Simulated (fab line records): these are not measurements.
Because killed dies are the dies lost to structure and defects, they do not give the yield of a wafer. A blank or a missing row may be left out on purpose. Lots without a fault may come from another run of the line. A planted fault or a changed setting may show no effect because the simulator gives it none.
8D (eight disciplines) problem report, filled in by code	flow gf180mcu	the parts of the form that need people (team, actions taken, sign-off) are left out

## 1. PROBLEM STATEMENT
Wafers free of any fault read 1.2 nm (standard deviation 1.3) for VT_IMPLANT_02_OVL at GF_VT_IMPLANT_OVL_MEAS_29, against a mean of 265.5 nm on 12 wafers of 4 lots. That is +99 or more standard deviations from the usual mean.
First observed at day 9 20:29: wafer L626.4, on overlay-02. At this step, 45 wafers from 15 lots have a number in the record. Rule for "out" (also "out of limits"): further than 4 standard deviations from the usual mean. All remaining wafers that have a number are taken as sound.

## 2. WHAT IT IS, AND WHAT IT ISN'T
question	is	is not
which readings at this step	VT_IMPLANT_02_OVL	-
which lots	L626, L627, L629, L630	L615, L616, L617, L619, L621, L622, L623, L624, L625, L628, L637
which wafers of those lots	all that have a number	-
read on which gauges	overlay-01, overlay-02	-
when	from day 9 20:29	up to then (27 sound wafers); but 6 sound wafers of L628, L637 came after

## 3. THE SUSPECTS, EACH WITH WHAT RULES IT OUT
Counting: any tool at a process step up to the reading is kept as a suspect provided that every lot that is out went through it and no sound lot did after the first of them.
- the gauge at GF_VT_IMPLANT_OVL_MEAS_29: ruled out. The wafers that are out were read on 2 gauges (overlay-01, overlay-02).
- ilineStepper-02 at GF_VT_IMPLANT_EXPOSE_26 (exposes mask LVPWELL HV AREA, target cd 860 nm): kept. It processed each lot that is out, first L626 at day 9 12:14, and no sound lot thereafter; up to then, the last sound lot it processed was L625 at day 9 07:22.
Left after counting: ilineStepper-02 at GF_VT_IMPLANT_EXPOSE_26.

## 4. THE CAUSE (what the simulator had put in)
Scanner matching overlay: ilineStepper-02, from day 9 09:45 on, at GF_VT_IMPLANT_EXPOSE_26. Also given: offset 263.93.
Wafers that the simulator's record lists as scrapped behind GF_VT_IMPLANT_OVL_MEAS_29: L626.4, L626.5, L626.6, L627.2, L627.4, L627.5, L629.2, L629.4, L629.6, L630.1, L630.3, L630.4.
Counting left only this tool.

## 5. THE CHAIN OF EFFECTS, in route order
One row per reading whose mean, taken over the struck wafers that have a number, lies over 3 standard deviations from the usual. Only readings whose record carries a usual standard deviation are examined. hours: median over the lots of the time between each lot's start at the first step of this table that gives one and its start at this step. sigmas: the change, counted in usual standard deviations.
hours	step	reading	usual	on struck wafers	change	sigmas
0	GF_VT_IMPLANT_OVL_MEAS_29	VT_IMPLANT_02_OVL	1.2 nm	265.5	+264.3	+99 or more

## 6. WHAT WOULD HAVE CAUGHT IT SOONER
In this record the first reading out of limits at a measuring or inspecting step was taken at day 9 20:29, 11 hours after the fault began at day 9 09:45.
Among the 4 lots that are out, L629, L630 began GF_VT_IMPLANT_EXPOSE_26 on ilineStepper-02 after day 9 20:29. A hold on the tool at that time would have spared those 2.
